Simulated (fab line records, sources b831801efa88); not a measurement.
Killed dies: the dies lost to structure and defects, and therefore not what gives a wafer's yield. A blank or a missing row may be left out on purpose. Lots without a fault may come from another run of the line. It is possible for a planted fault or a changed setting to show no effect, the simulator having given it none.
fab line records -- flow gf180mcu
record lots=6, wafers=18, last-day=34
route steps=602 shown V4@485
lots untouched by any fault: they come from a run of this same line in which no faults occurred
start-h: hours from the record's opening day to when the first of the lot's shown wafers began -- wait-h: hours elapsed since this lot's preceding step -- " as in the row above -- L1.1+2: a single row standing in for several wafers -- - no value, or no start was given -- * or withheld: withheld -- < > ~ a bound
route shown NAME@n: NAME is a module with steps in the file, n the number in the route of the first one -- usual: mean and standard deviation over wafers with no fault -- same: alike in all rows -- chamber/n: place in a boat -- sites: per-site readings -- _std_site: their standard deviation -- _edge_site: outer sites' mean less inner sites' -- radius-mm: how far each site lies from the wafer's centre -- mask NAME#n: copy n -- behind: tool/chamber where the wafer was last shaped -- hold: cause of the lot's hold/its duration in hours/its outcome -- device: the transistor (n, p or np) that didn't switch -- end of line: the route-end tests of the same wafers -- where a step has no rows: the recipe by itself -- killed: dies that structure and defects cost at the first sort, which is not the same as the wafer's yield -- map: a wafer's dies, x killed, . not, _ none there
set.NAME: the setting the step ran with; set.NAME@STEP: the setting that earlier step ran with -- model.NAME: the simulator's own value behind a step, which no gauge read
a table for each step, a row for each wafer; lots at some steps of the route
services: from which hour (start-h, from the record's first day; less than 0 if before it) a tool's chamber was out of use, for how many hours, and why
## steps
# step GF_V4_COAT_09
# recipe resist=KrF, spin-rpm=withheld, resist-thk-nm=1000
# step GF_V4_SOFTBAKE_10
# recipe temp-c=130, time-s=60, resist=KrF
# step GF_V4_EXPOSE_11
# recipe mask-id=Via4, target-cd-nm=260, na=0.68, source-shape=conventional, sigma-outer=0.6, dose-mj=38
# step GF_V4_PEB_12
# recipe peb-temp-c=135, peb-time-s=90, resist=KrF
# step GF_V4_DEVELOP_13
# recipe develop-time-s=60, resist=KrF, dev-temp-c=21
# step GF_V4_CD_MEAS_14
# recipe target-cd-nm=260
# usual cd-nm=259.8/1.1
lot.wafer,tool,chamber,start-h,wait-h,cd-nm
L965.2,cd-sem-02,-,595.95,0.1,260.4
L965.3,cd-sem-02,-,595.95,0.1,260.9
L965.4,cd-sem-02,-,595.95,0.1,260.3
L974.1,cd-sem-02,-,658.99,0.1,259.2
L974.2,cd-sem-02,-,658.99,0.1,260.6
L974.4,cd-sem-02,-,658.99,0.1,262.1
L975.4,cd-sem-02,-,666.35,0.1,260.0
L975.5,cd-sem-02,-,666.35,0.1,259.3
L975.6,cd-sem-02,-,666.35,0.1,259.1
L977.2,cd-sem-02,-,678.31,0.1,259.5
L977.4,cd-sem-02,-,678.31,0.1,260.2
L977.6,cd-sem-02,-,678.31,0.1,261.5
L982.2,cd-sem-02,-,710.85,0.1,259.2
L982.4,cd-sem-02,-,710.85,0.1,260.2
L982.6,cd-sem-02,-,710.85,0.1,260.1
L984.1,cd-sem-02,-,722.54,0.1,260.1
L984.2,cd-sem-02,-,722.54,0.1,259.4
L984.5,cd-sem-02,-,722.54,0.1,258.3
# step GF_V4_OVL_MEAS_15
# usual V4_OVL=-2/5.2
lot.wafer,tool,chamber,start-h,wait-h,V4_OVL[nm]
L965.2,overlay-02,-,596.05,0.1,-2
L965.3,overlay-02,-,596.05,0.1,-3
L965.4,overlay-02,-,596.05,0.1,-8
L974.1,overlay-02,-,659.11,0.1,8
L974.2,overlay-02,-,659.11,0.1,-2
L974.4,overlay-02,-,659.11,0.1,6
L975.4,overlay-01,-,666.43,0.1,-2
L975.5,overlay-01,-,666.43,0.1,0
L975.6,overlay-01,-,666.43,0.1,4
L977.2,overlay-02,-,678.42,0.1,-9
L977.4,overlay-02,-,678.42,0.1,-4
L977.6,overlay-02,-,678.42,0.1,-9
L982.2,overlay-02,-,710.95,0.1,-1
L982.4,overlay-02,-,710.95,0.1,0
L982.6,overlay-02,-,710.95,0.1,1
L984.1,overlay-02,-,722.66,0.1,-3
L984.2,overlay-02,-,722.66,0.1,-1
L984.5,overlay-02,-,722.66,0.1,-5
# step GF_V4_ETCH_16
# recipe chemistry=N2/H2, target-depth-a=withheld, overetch-a=withheld, time-s=withheld, target=BARC, ion-energy-ev=200, source-w=500, bias-w=100, pressure-mtorr=30, n2-flow-sccm=100, h2-flow-sccm=200
# usual drypump-motor-current-A=5.8/0.48, oes-product-au=0.854/0.0043, throttle-valve-pct=13.226/0.0085
lot.wafer,tool,chamber,start-h,wait-h,drypump-motor-current-A,oes-product-au,throttle-valve-pct
L965.2,rie-diel-04,0,596.08,0.0,5.5,0.854,13.229
L965.3,rie-diel-04,1,596.08,0.0,5.2,0.862,13.223
L965.4,rie-diel-04,3,596.08,0.0,5.8,0.859,13.220
L974.1,rie-diel-04,3,659.15,0.0,5.7,0.859,13.226
L974.2,rie-diel-04,1,659.15,0.0,5.2,0.853,13.229
L974.4,rie-diel-04,2,659.15,0.0,6.1,0.852,13.227
L975.4,rie-diel-04,3,666.47,0.0,5.7,0.848,13.207
L975.5,rie-diel-04,2,666.47,0.0,6.0,0.857,13.229
L975.6,rie-diel-04,1,666.47,0.0,5.2,0.851,13.214
L977.2,rie-diel-03,1,678.45,0.0,5.5,0.850,13.238
L977.4,rie-diel-03,0,678.45,0.0,5.8,0.854,13.229
L977.6,rie-diel-03,1,678.45,0.0,5.5,0.852,13.221
L982.2,rie-diel-04,3,710.98,0.0,5.8,0.853,13.229
L982.4,rie-diel-04,2,710.98,0.0,6.0,0.854,13.226
L982.6,rie-diel-04,0,710.98,0.0,5.5,0.863,13.227
L984.1,rie-diel-04,1,722.70,0.0,5.2,0.856,13.225
L984.2,rie-diel-04,0,722.70,0.0,5.5,0.854,13.232
L984.5,rie-diel-04,2,722.70,0.0,6.1,0.851,13.218
# step GF_V4_ETCH_17
# recipe chemistry=C4F8/O2/Ar, mask-material=KrF, target=SiO2, stop-on=TiN, source-w=1500, bias-w=1200, pressure-mtorr=40, c4f8-flow-sccm=withheld, O2_flow_sccm=6, Ar_flow_sccm=300, time-s=withheld, target-depth-a=6300
# usual oes-product-au=0.855/0.0045
lot.wafer,tool,chamber,start-h,wait-h,oes-product-au
L965.2,rie-diel-04,0,-,-,0.853
L965.3,rie-diel-04,1,-,-,0.854
L965.4,rie-diel-04,3,-,-,0.849
L974.1,rie-diel-04,3,-,-,0.853
L974.2,rie-diel-04,1,-,-,0.855
L974.4,rie-diel-04,2,-,-,0.843
L975.4,rie-diel-04,3,-,-,0.859
L975.5,rie-diel-04,2,-,-,0.858
L975.6,rie-diel-04,1,-,-,0.848
L977.2,rie-diel-03,1,-,-,0.859
L977.4,rie-diel-03,0,-,-,0.857
L977.6,rie-diel-03,1,-,-,0.850
L982.2,rie-diel-04,3,-,-,0.855
L982.4,rie-diel-04,2,-,-,0.858
L982.6,rie-diel-04,0,-,-,0.845
L984.1,rie-diel-04,1,-,-,0.849
L984.2,rie-diel-04,0,-,-,0.863
L984.5,rie-diel-04,2,-,-,0.866
# step GF_V4_STRIP_18
# recipe chemistry=O2/N2, power-w=1400, pressure-mtorr=1500, platen-temp-c=250, o2-flow-sccm=3000, n2-flow-sccm=300, overash-fraction=0.5
# usual drypump-motor-current-A=5.9/0.44, heater-power-w=348/33, oes-product-au=0.592/0.0055
lot.wafer,tool,chamber,start-h,wait-h,drypump-motor-current-A,heater-power-w,oes-product-au,rf-hours-counter-h
L965.2,plasma-asher-03,1,596.21,-,5.5,316,0.585,101
L965.3,plasma-asher-03,1,596.21,-,5.5,323,0.594,-
L965.4,plasma-asher-03,0,596.21,-,6.0,355,0.584,-
L974.1,plasma-asher-02,1,659.28,-,5.9,309,0.587,59
L974.2,plasma-asher-02,0,659.28,-,5.2,317,0.588,59
L974.4,plasma-asher-02,0,659.28,-,5.2,332,0.592,-
L975.4,plasma-asher-02,0,666.61,-,5.2,332,0.594,-
L975.5,plasma-asher-02,1,666.61,-,6.0,310,0.587,-
L975.6,plasma-asher-02,0,666.61,-,5.2,329,0.586,-
L977.2,plasma-asher-01,0,678.58,-,5.8,402,0.598,22
L977.4,plasma-asher-01,1,678.58,-,6.6,356,0.591,-
L977.6,plasma-asher-01,0,678.58,-,5.8,412,0.593,-
L982.2,plasma-asher-02,1,711.11,-,5.9,309,0.598,64
L982.4,plasma-asher-02,1,711.11,-,6.0,300,0.599,-
L982.6,plasma-asher-02,0,711.11,-,5.2,329,0.590,-
L984.1,plasma-asher-01,1,722.83,-,6.7,356,0.603,27
L984.2,plasma-asher-01,0,722.83,-,5.8,405,0.591,27
L984.5,plasma-asher-01,1,722.83,-,6.6,354,0.588,-
# step GF_V4_STRIP_19
# recipe chemistry=post-etch-residue-remover, time-s=1200, temp-c=72.5
# step GF_V4_CLEAN_20
# recipe chemistry=DIW, dry=n2-spin
# step GF_V4_SPUTTER_21
# recipe material=Ti, target-thk-nm=15, chamber-pressure-pa=5, power-w=2500, substrate-temp-c=200, time-s=80.02
# usual cathode-dc-power-W=2499.9/0.45, chamber-pressure-pa=4.999/0.01, throttle-valve-pct=30.2/1.1
lot.wafer,tool,chamber,start-h,wait-h,cathode-dc-power-W,chamber-pressure-pa,throttle-valve-pct
L965.2,pvd-sputter-03,-,596.74,0.0,2500.7,5.000,30.5
L965.3,pvd-sputter-03,-,596.74,0.0,2500.1,5.006,29.6
L965.4,pvd-sputter-03,-,596.74,0.0,2500.2,4.982,29.8
L974.1,pvd-sputter-04,-,659.82,0.0,-,-,-
L974.2,pvd-sputter-04,-,659.82,0.0,-,-,-
L974.4,pvd-sputter-04,-,659.82,0.0,-,-,-
L975.4,pvd-sputter-01,-,667.11,0.0,-,-,-
L975.5,pvd-sputter-01,-,667.11,0.0,-,-,-
L975.6,pvd-sputter-01,-,667.11,0.0,-,-,-
L977.2,pvd-sputter-01,-,679.11,0.0,2500.0,4.998,29.4
L977.4,pvd-sputter-01,-,679.11,0.0,2499.8,5.009,29.1
L977.6,pvd-sputter-01,-,679.11,0.0,2499.9,4.987,31.2
L982.2,pvd-sputter-03,-,711.67,0.0,2500.2,5.021,30.3
L982.4,pvd-sputter-03,-,711.67,0.0,2501.1,5.016,29.6
L982.6,pvd-sputter-03,-,711.67,0.0,2500.0,4.980,32.0
L984.1,pvd-sputter-03,-,723.76,0.0,2500.0,4.996,29.5
L984.2,pvd-sputter-03,-,723.76,0.0,2500.3,4.992,29.8
L984.5,pvd-sputter-03,-,723.76,0.0,2499.5,5.004,31.9
# step GF_V4_SPUTTER_22
# recipe material=TiN, target-thk-nm=10, chamber-pressure-pa=5, power-w=4000, time-s=40
# usual cathode-dc-power-W=4000.0/0.74, chamber-pressure-pa=5.002/0.011, throttle-valve-pct=30.2/1.2
lot.wafer,tool,chamber,start-h,wait-h,cathode-dc-power-W,chamber-pressure-pa,throttle-valve-pct
L965.2,pvd-sputter-03,-,596.81,0.0,4000.4,5.006,30.4
L965.3,pvd-sputter-03,-,596.81,0.0,3999.2,4.995,29.7
L965.4,pvd-sputter-03,-,596.81,0.0,4000.7,5.010,29.5
L974.1,pvd-sputter-04,-,659.88,0.0,3999.8,5.010,31.9
L974.2,pvd-sputter-04,-,659.88,0.0,4000.7,5.013,31.2
L974.4,pvd-sputter-04,-,659.88,0.0,3999.1,5.019,28.5
L975.4,pvd-sputter-01,-,667.17,0.0,4000.9,5.004,29.2
L975.5,pvd-sputter-01,-,667.17,0.0,4000.2,4.991,30.0
L975.6,pvd-sputter-01,-,667.17,0.0,4000.2,5.020,29.0
L977.2,pvd-sputter-01,-,679.17,0.0,3999.9,5.019,29.7
L977.4,pvd-sputter-01,-,679.17,0.0,3999.7,5.011,28.8
L977.6,pvd-sputter-01,-,679.17,0.0,3999.5,5.004,31.2
L982.2,pvd-sputter-03,-,711.74,0.0,3997.9,4.988,30.2
L982.4,pvd-sputter-03,-,711.74,0.0,4000.3,5.001,29.4
L982.6,pvd-sputter-03,-,711.74,0.0,4000.1,5.018,31.8
L984.1,pvd-sputter-03,-,723.82,0.0,3999.5,4.986,29.8
L984.2,pvd-sputter-03,-,723.82,0.0,4000.0,5.013,29.7
L984.5,pvd-sputter-03,-,723.82,0.0,4000.1,4.998,31.9
## services
tool,chamber,start-h,hours,kind
pvd-sputter-03,-,586.31,6.3,repair
plasma-asher-01,-,589.18,1.0,repair
plasma-asher-02,-,637.63,1.5,repair
pvd-sputter-01,-,651.45,4.4,repair
rie-diel-03,2,651.89,9.1,repair
rie-diel-04,0,657.92,14.0,repair
rie-diel-03,3,658.41,7.0,repair
rie-diel-04,-,659.32,5.8,repair
plasma-asher-02,-,668.72,3.6,repair
rie-diel-03,2,673.79,3.0,repair
rie-diel-03,0,697.46,-,clean
rie-diel-03,0,697.46,14.9,scheduled-down
rie-diel-03,0,697.46,14.9,vent-cycle
pvd-sputter-04,-,712.88,0.8,repair
rie-diel-03,2,721.84,14.6,repair
## key
first-sign step=GF_V4_SPUTTER_21, reading=tool-record, direction=missing
effect none on later readings
met-at GF_V4_SPUTTER_21
struck-wafers L974.1,L974.2,L974.4,L975.4,L975.5,L975.6
later-rows-left-out L974.1,L974.2,L974.4,L975.4,L975.5,L975.6
sort-left-out L974.1,L974.2,L974.4,L975.4,L975.5,L975.6
fault kind=skipped-step-whole, tool=pvd-sputter-01,pvd-sputter-04, chamber=-, onset-h=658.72, steps=GF_V4_SPUTTER_21, scope=struck-lots-only
# sort-left-out: the simulated sort isn't trusted on such a fault, so these wafers' sort isn't shown, and their yield isn't known
# later-rows-left-out: the simulator's readings of these wafers behind a module that went badly wrong aren't trusted and aren't shown, but for the sort
